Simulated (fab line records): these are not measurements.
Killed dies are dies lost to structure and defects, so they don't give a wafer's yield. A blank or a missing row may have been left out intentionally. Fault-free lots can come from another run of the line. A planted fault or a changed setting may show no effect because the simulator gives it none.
Which of the tools did it? :: flow gf180mcu :: 33 wafers from 11 lots sampled at 5 of the route's 602 steps

## WHAT EACH GAUGE READ, for each wafer
GF_POLY_GATE_THK_MEAS_01.
lot: L702
measured: day 8 22:57
on: film metro-03
POLY_GATE_CVD_00_THK (nm): 199.4 199.9 200.0

lot: L704
measured: day 9 13:56
on: film metro-03
POLY_GATE_CVD_00_THK (nm): 202.8 201.9 201.9

lot: L707
measured: day 10 10:11
on: film metro-04
POLY_GATE_CVD_00_THK (nm): 201.2 200.4 200.3

lot: L709
measured: day 11 01:04
on: film metro-03
POLY_GATE_CVD_00_THK (nm): 200.6 199.6 198.5

lot: L710
measured: day 11 09:25
on: film metro-03
POLY_GATE_CVD_00_THK (nm): 196.4 197.1 198.3

lot: L711
measured: day 11 17:32
on: film metro-02
POLY_GATE_CVD_00_THK (nm): 203.9 201.5 203.2

lot: L712
measured: day 12 00:21
on: film metro-04
POLY_GATE_CVD_00_THK (nm): 201.1 201.6 201.3

lot: L713
measured: day 12 07:59
on: film metro-03
POLY_GATE_CVD_00_THK (nm): 201.8 201.7 201.2

lot: L716
measured: day 13 04:11
on: film metro-04
POLY_GATE_CVD_00_THK (nm): 197.5 198.2 199.2

lot: L719
measured: day 14 01:02
on: film metro-03
POLY_GATE_CVD_00_THK (nm): 200.1 199.7 200.2

lot: L721
measured: day 14 12:13
on: film metro-02
POLY_GATE_CVD_00_THK (nm): 203.6 203.2 203.7

GF_HV_LDD_CD_MEAS_31: the cd target is 400 nm.
lot: L702
measured: day 12 01:23
on: cd sem-02
cd nm (nm): 400.9 403.0 400.7

lot: L704
measured: day 12 16:29
on: cd sem-01
cd nm (nm): 402.4 400.2 401.6

lot: L707
measured: day 13 16:44
on: cd sem-02
cd nm (nm): 398.5 399.6 398.8

lot: L709
measured: day 14 10:04
on: cd sem-02
cd nm (nm): 399.2 398.2 395.5

lot: L710
measured: day 14 19:23
on: cd sem-01
cd nm (nm): 408.8 408.8 409.0

lot: L711
measured: day 15 05:21
on: cd sem-02
cd nm (nm): 400.4 399.7 399.2

lot: L712
measured: day 15 11:44
on: cd sem-02
cd nm (nm): 408.0 410.0 407.8

lot: L713
measured: day 15 19:34
on: cd sem-02
cd nm (nm): 400.7 398.8 398.8

lot: L716
measured: day 16 19:47
on: cd sem-02
cd nm (nm): 401.4 399.4 402.8

lot: L719
measured: day 17 17:58
on: cd sem-02
cd nm (nm): 400.0 400.3 400.3

lot: L721
measured: day 18 08:10
on: cd sem-02
cd nm (nm): 397.2 398.3 396.8

## WHICH TOOL RAN EACH LOT (tool, then ch and the chambers of the sampled wafers, then the start)
lot: L702
GF_POLY_GATE_ETCH_12: rie diel-03 ch 2,3, day 9 16:30
GF_POLY_GATE_ETCH_13: rie si-01 ch 0,1, day 9 16:33
GF_HV_LDD_COAT_26: litho track-04 ch 0, day 11 15:59

lot: L704
GF_POLY_GATE_ETCH_12: rie diel-04 ch 2,3, day 10 07:24
GF_POLY_GATE_ETCH_13: rie si-02 ch 0,1,2, day 10 07:27
GF_HV_LDD_COAT_26: litho track-04 ch 0, day 12 06:50

lot: L707
GF_POLY_GATE_ETCH_12: rie diel-02 ch 0,2, day 11 05:12
GF_POLY_GATE_ETCH_13: rie si-01 ch 0,2, day 11 05:15
GF_HV_LDD_COAT_26: litho track-04 ch 0, day 13 07:02

lot: L709
GF_POLY_GATE_ETCH_12: rie diel-03 ch 0,1, day 11 20:24
GF_POLY_GATE_ETCH_13: rie si-02 ch 0,1,2, day 11 20:27
GF_HV_LDD_COAT_26: litho track-04 ch 0, day 13 23:40

lot: L710
GF_POLY_GATE_ETCH_12: rie diel-02 ch 1,2,3, day 12 04:00
GF_POLY_GATE_ETCH_13: rie si-01 ch 1,2,3, day 12 04:03
GF_HV_LDD_COAT_26: litho track-04 ch 0, day 14 09:20

lot: L711
GF_POLY_GATE_ETCH_12: rie diel-02 ch 0,1, day 12 12:45
GF_POLY_GATE_ETCH_13: rie si-01 ch 0,1,2, day 12 12:48
GF_HV_LDD_COAT_26: litho track-03 ch 0, day 14 18:07

lot: L712
GF_POLY_GATE_ETCH_12: rie diel-04 ch 0,1,2, day 12 19:50
GF_POLY_GATE_ETCH_13: rie si-02 ch 0,1,3, day 12 19:53
GF_HV_LDD_COAT_26: litho track-04 ch 0, day 15 00:56

lot: L713
GF_POLY_GATE_ETCH_12: rie diel-04 ch 2,3, day 13 03:32
GF_POLY_GATE_ETCH_13: rie si-02 ch 0,2,3, day 13 03:35
GF_HV_LDD_COAT_26: litho track-03 ch 0, day 15 09:04

lot: L716
GF_POLY_GATE_ETCH_12: rie diel-04 ch 0,1,3, day 13 23:41
GF_POLY_GATE_ETCH_13: rie si-01 ch 0,1,3, day 13 23:44
GF_HV_LDD_COAT_26: litho track-03 ch 0, day 16 08:41

lot: L719
GF_POLY_GATE_ETCH_12: rie diel-03 ch 0,1,3, day 14 21:20
GF_POLY_GATE_ETCH_13: rie si-02 ch 2,3, day 14 21:23
GF_HV_LDD_COAT_26: litho track-01 ch 0, day 17 06:17

lot: L721
GF_POLY_GATE_ETCH_12: rie diel-02 ch 0,1,3, day 15 09:30
GF_POLY_GATE_ETCH_13: rie si-01 ch 0,1,3, day 15 09:33
GF_HV_LDD_COAT_26: litho track-04 ch 0, day 17 20:08
- GF_POLY_GATE_ETCH_12: etches BARC in N2/H2.
- GF_POLY_GATE_ETCH_13: etches poly-Si in HBr/Cl2, stops on SiO2, target depth 198.5 nm, time 69.6 s.
- GF_HV_LDD_COAT_26: resist thk 1000 nm.

## AS READ BY THE TOOLS THEMSELVES (means over the sampled wafers that have a number; for cases with no such wafer, the mark the record gives instead)
GF_POLY_GATE_ETCH_12.
lot: L702
tool: rie diel-03
drypump motor current A (A): 6.2
oes product au (a.u.): 0.739
rf fwd power W (W): 495.7
throttle valve pct (%): 13.212

lot: L704
tool: rie diel-04
drypump motor current A (A): 4.8
oes product au (a.u.): 0.737
rf fwd power W (W): 494.0
throttle valve pct (%): 13.220

lot: L707
tool: rie diel-02
drypump motor current A (A): 5.4
oes product au (a.u.): 0.735
rf fwd power W (W): 496.4
throttle valve pct (%): 13.219

lot: L709
tool: rie diel-03
drypump motor current A (A): 6.1
oes product au (a.u.): 0.739
rf fwd power W (W): 496.1
throttle valve pct (%): 13.213

lot: L710
tool: rie diel-02
drypump motor current A (A): 5.3
oes product au (a.u.): 0.735
rf fwd power W (W): 496.1
throttle valve pct (%): 13.214

lot: L711
tool: rie diel-02
drypump motor current A (A): 5.4
oes product au (a.u.): 0.736
rf fwd power W (W): 495.3
throttle valve pct (%): 13.219

lot: L712
tool: rie diel-04
drypump motor current A (A): 5.2
oes product au (a.u.): 0.737
rf fwd power W (W): 494.3
throttle valve pct (%): 13.213

lot: L713
tool: rie diel-04
drypump motor current A (A): 4.8
oes product au (a.u.): 0.731
rf fwd power W (W): 494.6
throttle valve pct (%): 13.207

lot: L716
tool: rie diel-04
drypump motor current A (A): 5.2
oes product au (a.u.): 0.731
rf fwd power W (W): 496.5
throttle valve pct (%): 13.218

lot: L719
tool: rie diel-03
drypump motor current A (A): 6.1
oes product au (a.u.): 0.735
rf fwd power W (W): 498.0
throttle valve pct (%): 13.209

lot: L721
tool: rie diel-02
drypump motor current A (A): 5.6
oes product au (a.u.): 0.736
rf fwd power W (W): 496.2
throttle valve pct (%): 13.208

GF_POLY_GATE_ETCH_13.
lot: L702
tool: rie si-01
drypump motor current A (A): 5.7
oes product au (a.u.): 0.982
rf fwd power W (W): 397.2
throttle valve pct (%): 33.690

lot: L704
tool: rie si-02
drypump motor current A (A): 5.6
oes product au (a.u.): 0.996
rf fwd power W (W): 397.8
throttle valve pct (%): 33.688

lot: L707
tool: rie si-01
drypump motor current A (A): 6.2
oes product au (a.u.): 0.995
rf fwd power W (W): 396.3
throttle valve pct (%): 33.686

lot: L709
tool: rie si-02
drypump motor current A (A): 5.6
oes product au (a.u.): 0.986
rf fwd power W (W): 397.5
throttle valve pct (%): 33.684

lot: L710
tool: rie si-01
drypump motor current A (A): 5.8
oes product au (a.u.): 0.985
rf fwd power W (W): 397.0
throttle valve pct (%): 33.683

lot: L711
tool: rie si-01
drypump motor current A (A): 5.9
oes product au (a.u.): 0.996
rf fwd power W (W): 397.0
throttle valve pct (%): 33.678

lot: L712
tool: rie si-02
drypump motor current A (A): 5.7
oes product au (a.u.): 0.998
rf fwd power W (W): 396.7
throttle valve pct (%): 33.684

lot: L713
tool: rie si-02
drypump motor current A (A): 5.9
oes product au (a.u.): 0.988
rf fwd power W (W): 399.0
throttle valve pct (%): 33.690

lot: L716
tool: rie si-01
drypump motor current A (A): 5.8
oes product au (a.u.): 0.988
rf fwd power W (W): 397.1
throttle valve pct (%): 33.674

lot: L719
tool: rie si-02
drypump motor current A (A): 5.8
oes product au (a.u.): 0.987
rf fwd power W (W): 397.9
throttle valve pct (%): 33.682

lot: L721
tool: rie si-01
drypump motor current A (A): 5.8
oes product au (a.u.): 0.998
rf fwd power W (W): 398.6
throttle valve pct (%): 33.691

## THE ANSWER, worked out from the rows above alone
Rule: what is usual is taken from the lots themselves. Put in order of their means at a reading, lots are off if they are a third of the lots or fewer, leave a main group of 4 or more, and stand apart from it by a gap of 3 or more times the standard deviation of the main group's means; of several such gaps the widest counts. Not used: any main group whose means are identical at the precision the tables above print for the reading. A lot without any number at a reading at which 4 lots or more have one is off too. Where the step has rows for the other lots, those lots are counted as sound. Order of review: gauges by route order, followed by the tools' own readings, for which a lot's mean as printed above is used. At the first step where some lot is off, the reading lying furthest off is the one used; lots without a number count as furthest.
Off: L710, L712 (GF_HV_LDD_CD_MEAS_31, cd nm). The main group: mean 399.7 nm, standard deviation 1.4.
If a tool, at a process step before that reading, ran all the lots that are off and no sound lot after the first of them, it fits. Those tools and the gauges at GF_HV_LDD_CD_MEAS_31 are tried in the same way. Of those tried, none fits.

## WHAT HAD BEEN PUT IN BY THE SIMULATOR
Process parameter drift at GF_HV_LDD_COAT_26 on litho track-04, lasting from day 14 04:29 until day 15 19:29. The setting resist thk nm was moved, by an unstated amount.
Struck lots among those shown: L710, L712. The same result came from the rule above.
